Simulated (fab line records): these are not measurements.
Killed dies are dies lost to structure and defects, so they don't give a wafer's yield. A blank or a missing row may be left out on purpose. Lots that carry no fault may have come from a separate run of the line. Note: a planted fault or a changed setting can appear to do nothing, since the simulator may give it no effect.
Which tool was responsible?    flow sky130    11 lots with 33 wafers sampled at 2 steps, on a route of 708 steps

WHAT THE GAUGES SHOWED, per wafer
SKY_CAPM_THK_MEAS_04: measures by xrf.
lot   measured      on             CAPM_TIN_THK (nm)
L356  day 36 03:23  film-metro-03  206.1 205.3 206.2
L357  day 36 09:12  film-metro-02  204.6 207.3 206.6
L359  day 37 08:56  film-metro-03  208.1 210.4 208.4
L361  day 37 17:50  film-metro-03  203.1 204.7 205.3
L363  day 38 20:23  film-metro-03  208.1 207.1 206.2
L366  day 39 08:35  film-metro-02  204.4 206.0 207.9
L367  day 39 19:23  film-metro-01  207.4 207.0 204.6
L368  day 40 00:03  film-metro-03  208.6 207.8 210.2
L372  day 41 05:00  film-metro-02  207.8 208.6 208.4
L373  day 41 06:27  film-metro-01  208.6 210.9 209.3
L376  day 42 06:49  film-metro-03  206.4 206.7 207.0

SKY_VIA3_OVL_MEAS_13.
lot   measured      on          VIA3_OVL (nm)
L356  day 39 09:20  overlay-01  -1 -7 0
L357  day 39 14:56  overlay-01  0 -2 -1
L359  day 40 12:59  overlay-02  3 6 3
L361  day 40 21:59  overlay-02  8 9 11
L363  day 41 23:35  overlay-01  -2 -3 -2
L366  day 42 11:56  overlay-01  -5 -5 4
L367  day 42 21:05  overlay-01  -6 -2 -3
L368  day 43 02:32  overlay-01  -6 6 -4
L372  day 44 06:02  overlay-01  4 4 -1
L373  day 44 07:17  overlay-02  2 -3 -3
L376  day 45 06:05  overlay-02  10 1 5

WHAT TOOL EACH LOT RAN ON (gives the tool, then ch and the chambers of the sampled wafers, and finally the start)
The record shows no process step preceding these readings.

WHAT THE TOOLS THEMSELVES READ (means of the sampled wafers that have a number; where no wafer has one, the mark that the record gives instead)
The record holds no such reading with a usual standard deviation.

THE ANSWER, worked out from the rows above alone
Rule: the lots themselves supply what counts as usual. The widest of any qualifying gaps counts: lots, ordered by their means at a reading, are off when they make up no more than a third of the lots, leave a main group of 4 or more, and stand apart from it by 3 or more times the standard deviation of that group's means. The tables above print the reading to a certain number of digits; a main group whose means all agree to those digits is not used. A lot without any number at a reading at which 4 lots or more have one is off too. The other lots that the step has rows for count as sound. After the gauges, taken in route order, come the tools' own readings; for these a lot's mean is taken, as printed above. The first step at which some lot is off is used, and at that step the reading that is off furthest; a lot without a number counts as furthest.
None of the lots is off at any reading shown; this tells nothing.

WHAT THE SIMULATOR HAD PUT IN
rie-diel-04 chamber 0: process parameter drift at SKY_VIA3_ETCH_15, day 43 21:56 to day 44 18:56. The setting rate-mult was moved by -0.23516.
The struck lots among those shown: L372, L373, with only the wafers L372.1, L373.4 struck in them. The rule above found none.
